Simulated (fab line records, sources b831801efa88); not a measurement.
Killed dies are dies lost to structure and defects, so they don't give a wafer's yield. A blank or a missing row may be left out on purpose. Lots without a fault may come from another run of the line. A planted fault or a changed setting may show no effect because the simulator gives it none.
Chamber matching | flow sky130 | SKY_VIA3_CMP_02 on cmp-02: 4 sister chambers
The step polishes SiO2. 4 wafers are shown with their chamber, then 12 later ones without.

WAFERS WITH THEIR CHAMBER
wafer  | chamber | motor_current_A (A)
L087.2 | 0       | 13.3
L087.6 | 3       | 10.3
L089.4 | 1       | 14.6
L089.5 | 2       | 10.5

WAFERS WITHOUT THEIR CHAMBER
wafer  | motor_current_A (A)
L090.1 | 14.8
L090.4 | 11.1
L090.6 | 10.3
L092.1 | 11.0
L092.3 | 10.6
L092.5 | 10.5
L093.2 | 10.0
L093.3 | 14.0
L093.5 | 10.8
L095.1 | 13.5
L095.2 | 10.2
L095.4 | 10.8

WHICH CHAMBER EACH WENT THROUGH
wafer  | from the rows above     | in truth
L090.1 | 1                       | 1
L090.4 | can't be placed: 2 or 3 | 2
L090.6 | can't be placed: 3 or 2 | 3
L092.1 | can't be placed: 2 or 3 | 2
L092.3 | can't be placed: 2 or 3 | 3
L092.5 | can't be placed: 2 or 3 | 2
L093.2 | can't be placed: 3 or 2 | 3
L093.3 | can't be placed: 1 or 0 | 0
L093.5 | can't be placed: 2 or 3 | 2
L095.1 | 0                       | 0
L095.2 | can't be placed: 3 or 2 | 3
L095.4 | can't be placed: 2 or 3 | 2
Placed correctly: 2 of 12. Can't be placed from these rows: 10 (the true chamber is among the candidates in 10). Placed wrongly: 0.
How it was worked out, from the rows above alone: a wafer's distance from a chamber is the root of the sum, over the readings, of the square of ((its reading less the chamber's mean) divided by the reading's scatter). The wafer belongs to the nearest chamber; if the next one is less than 2 further off, it can't be placed. A chamber's mean is the mean of its shown wafers. The scatter: with one shown wafer a chamber, the root of the mean of the squares of how far each hidden wafer lies from its nearest shown one.
